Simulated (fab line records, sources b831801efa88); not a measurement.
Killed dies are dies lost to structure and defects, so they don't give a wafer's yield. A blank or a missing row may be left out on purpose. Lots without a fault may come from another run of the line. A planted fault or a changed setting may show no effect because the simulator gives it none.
Which tool did it? | flow sky130 | 12 lots, 36 wafers sampled, at 5 steps of a route of 708

WHAT THE GAUGES READ, wafer by wafer
SKY_FIELD_ISO_THK_MEAS_02.
lot  | measured    | on            | FIELD_ISO_OXIDATION_00_THK (nm)
L164 | day 1 12:44 | film_metro-03 | 11.91 11.88 11.99
L165 | day 1 17:51 | film_metro-04 | 12.11 12.06 12.00
L167 | day 2 05:31 | film_metro-04 | 12.28 12.21 12.08
L171 | day 2 23:33 | film_metro-01 | 12.37 12.61 12.50
L172 | day 3 03:38 | film_metro-03 | 12.29 12.12 12.49
L173 | day 3 09:13 | film_metro-03 | 11.80 11.79 11.65
L174 | day 3 13:38 | film_metro-04 | 12.10 12.00 11.89
L175 | day 3 20:49 | film_metro-01 | 11.83 12.05 11.85
L176 | day 3 23:50 | film_metro-04 | 12.13 12.21 12.10
L177 | day 4 05:17 | film_metro-01 | 12.31 12.34 12.30
L178 | day 4 09:52 | film_metro-01 | 12.04 12.37 12.13
L187 | day 6 08:02 | film_metro-01 | 11.58 11.79 11.60

SKY_FIELD_ISO_CD_MEAS_13: target cd 150 nm.
lot  | measured    | on        | cd_nm (nm)
L164 | day 2 05:35 | cd_sem-02 | 148.1 149.1 148.5
L165 | day 2 09:59 | cd_sem-01 | 150.4 150.8 150.0
L167 | day 2 23:49 | cd_sem-01 | 148.4 150.0 147.4
L171 | day 3 18:14 | cd_sem-02 | 150.7 149.9 151.7
L172 | day 3 21:56 | cd_sem-02 | 150.2 150.9 149.9
L173 | day 4 02:50 | cd_sem-02 | 148.8 149.7 148.3
L174 | day 4 09:07 | cd_sem-01 | 149.2 151.2 149.0
L175 | day 4 15:52 | cd_sem-01 | 149.6 149.8 151.7
L176 | day 4 19:23 | cd_sem-02 | 148.2 148.3 147.9
L177 | day 5 02:34 | cd_sem-02 | 150.3 148.3 149.5
L178 | day 5 05:50 | cd_sem-02 | 150.6 149.2 149.6
L187 | day 7 07:05 | cd_sem-02 | 151.1 151.1 150.4

SKY_SONOS_ONO_THK_MEAS_05.
lot  | measured     | on            | SONOS_ONO_CVD_04_THK (nm)
L164 | day 11 19:15 | film_metro-03 | 5.88 5.86 5.85
L165 | day 11 21:54 | film_metro-01 | 5.72 5.80 5.73
L167 | day 12 22:17 | film_metro-03 | 5.82 5.80 5.91
L171 | day 14 07:40 | film_metro-01 | 5.90 5.85 5.82
L172 | day 14 14:39 | film_metro-04 | 5.66 5.63 5.65
L173 | day 14 14:39 | film_metro-03 | 5.66 5.76 5.73
L174 | day 15 04:08 | film_metro-01 | 5.81 5.68 5.77
L175 | day 15 12:47 | film_metro-03 | 5.75 5.85 5.78
L176 | day 16 00:10 | film_metro-01 | 5.75 5.81 5.89
L177 | day 16 09:43 | film_metro-01 | 6.99 6.94 6.80
L178 | day 16 10:57 | film_metro-03 | 6.76 6.30 5.90
L187 | day 19 08:43 | film_metro-03 | 5.63 5.81 5.76

SKY_SPACER_THK_MEAS_01.
lot  | measured     | on            | SPACER_CVD_00_THK (nm)
L164 | day 23 07:26 | film_metro-02 | 43.3 43.4 43.1
L165 | day 23 10:00 | film_metro-01 | 42.8 42.8 42.8
L167 | day 24 19:05 | film_metro-02 | 43.2 43.0 43.1
L171 | day 26 13:16 | film_metro-02 | 42.5 42.4 42.7
L172 | day 27 00:35 | film_metro-02 | 42.5 42.5 42.5
L173 | day 26 22:01 | film_metro-04 | 42.0 41.6 41.7
L174 | day 27 06:43 | film_metro-04 | 42.1 42.2 42.0
L175 | day 27 15:28 | film_metro-04 | 42.5 42.1 42.5
L176 | day 28 01:05 | film_metro-02 | 42.6 42.3 42.5
L177 | day 28 20:41 | film_metro-04 | 42.8 43.0 43.2
L178 | day 28 20:37 | film_metro-04 | 42.2 42.0 42.5
L187 | day 31 01:04 | film_metro-01 | 42.6 42.6 42.9

WHICH TOOL RAN EACH LOT (tool, then ch and the chambers of the sampled wafers, then the start)
lot  | SKY_SONOS_ONO_CVD_04
L164 | lpcvd-03 ch 1, day 11 17:59
L165 | lpcvd-03 ch 1, day 11 20:38
L167 | lpcvd-03 ch 1, day 12 21:02
L171 | lpcvd-03 ch 1, day 14 06:25
L172 | lpcvd-03 ch 1, day 14 13:24
L173 | lpcvd-03 ch 0, day 14 13:24
L174 | lpcvd-03 ch 0, day 15 02:53
L175 | lpcvd-03 ch 0, day 15 11:32
L176 | lpcvd-03 ch 1, day 15 22:55
L177 | lpcvd-03 ch 1, day 16 08:27
L178 | lpcvd-03 ch 1, day 16 09:42
L187 | lpcvd-03 ch 1, day 19 07:28
- SKY_SONOS_ONO_CVD_04: deposits SiO2 from SiH4/N2O, target thk 5.7199 nm.

WHAT THE TOOLS THEMSELVES READ (means of the sampled wafers that have a number; where no wafer has one, the mark that the record gives instead)
SKY_SONOS_ONO_CVD_04.
lot  | tool     | spike_tc_bottom_C (C) | spike_tc_centre_C (C) | spike_tc_lower_C (C) | susceptor_temp_C (C) | zone_power_bottom_pct (%) | zone_power_centre_pct (%) | zone_power_lower_pct (%)
L164 | lpcvd-03 | 919.6                 | 899.2                 | 901.4                | 899.8                | 31.3                      | 18.3                      | 18.2
L165 | lpcvd-03 | 921.5                 | 899.1                 | 902.1                | 900.2                | 31.2                      | 18.2                      | 17.9
L167 | lpcvd-03 | 920.5                 | 899.9                 | 901.9                | 899.7                | 31.3                      | 18.1                      | 17.7
L171 | lpcvd-03 | 920.5                 | 898.4                 | 901.6                | 900.3                | 31.6                      | 18.3                      | 18.0
L172 | lpcvd-03 | 920.5                 | 899.3                 | 901.2                | 899.6                | 31.1                      | 18.4                      | 17.8
L173 | lpcvd-03 | 919.3                 | 901.9                 | 899.5                | 900.1                | 29.7                      | 19.1                      | 17.0
L174 | lpcvd-03 | 918.0                 | 901.5                 | 899.8                | 900.3                | 29.9                      | 19.1                      | 17.0
L175 | lpcvd-03 | 918.8                 | 900.8                 | 899.0                | 899.8                | 30.1                      | 18.9                      | 17.0
L176 | lpcvd-03 | 921.3                 | 899.3                 | 902.1                | 900.0                | 31.5                      | 18.2                      | 17.9
L177 | lpcvd-03 | 915.5                 | 894.9                 | 933.9                | 900.2                | 25.8                      | 12.4                      | 31.1
L178 | lpcvd-03 | 914.8                 | 895.6                 | 933.2                | 900.1                | 25.6                      | 12.5                      | 31.1
L187 | lpcvd-03 | 921.1                 | 899.3                 | 901.1                | 899.8                | 31.4                      | 18.2                      | 18.0

THE ANSWER, worked out from the rows above alone
Rule: what is usual is taken from the lots themselves. Put in order of their means at a reading, lots are off if they are a third of the lots or fewer, leave a main group of 4 or more, and stand apart from it by a gap of 3 or more times the standard deviation of the main group's means; of several such gaps the widest counts. A main group whose means are all the same, to the digits that the tables above print for the reading, isn't used. A lot without any number at a reading at which 4 lots or more have one is off too. The other lots that the step has rows for count as sound. The gauges are gone through in route order, then the tools' own readings, and for those a lot's mean is taken as printed above. The first step at which some lot is off is used, and at that step the reading that is off furthest; a lot without a number counts as furthest.
Off: L177, L178, at SKY_SONOS_ONO_THK_MEAS_05 (SONOS_ONO_CVD_04_THK). The main group: mean 5.78 nm, standard deviation 0.066.
A tool fits if, at a process step before that reading, it ran every lot that is off, and no sound lot after the first of them. The gauges at SKY_SONOS_ONO_THK_MEAS_05 aren't tried: what is off there is off at SKY_SONOS_ONO_CVD_04 too, on other tools, and a gauge's error can't cause that. None of those tried fits.

WHAT THE SIMULATOR HAD PUT IN
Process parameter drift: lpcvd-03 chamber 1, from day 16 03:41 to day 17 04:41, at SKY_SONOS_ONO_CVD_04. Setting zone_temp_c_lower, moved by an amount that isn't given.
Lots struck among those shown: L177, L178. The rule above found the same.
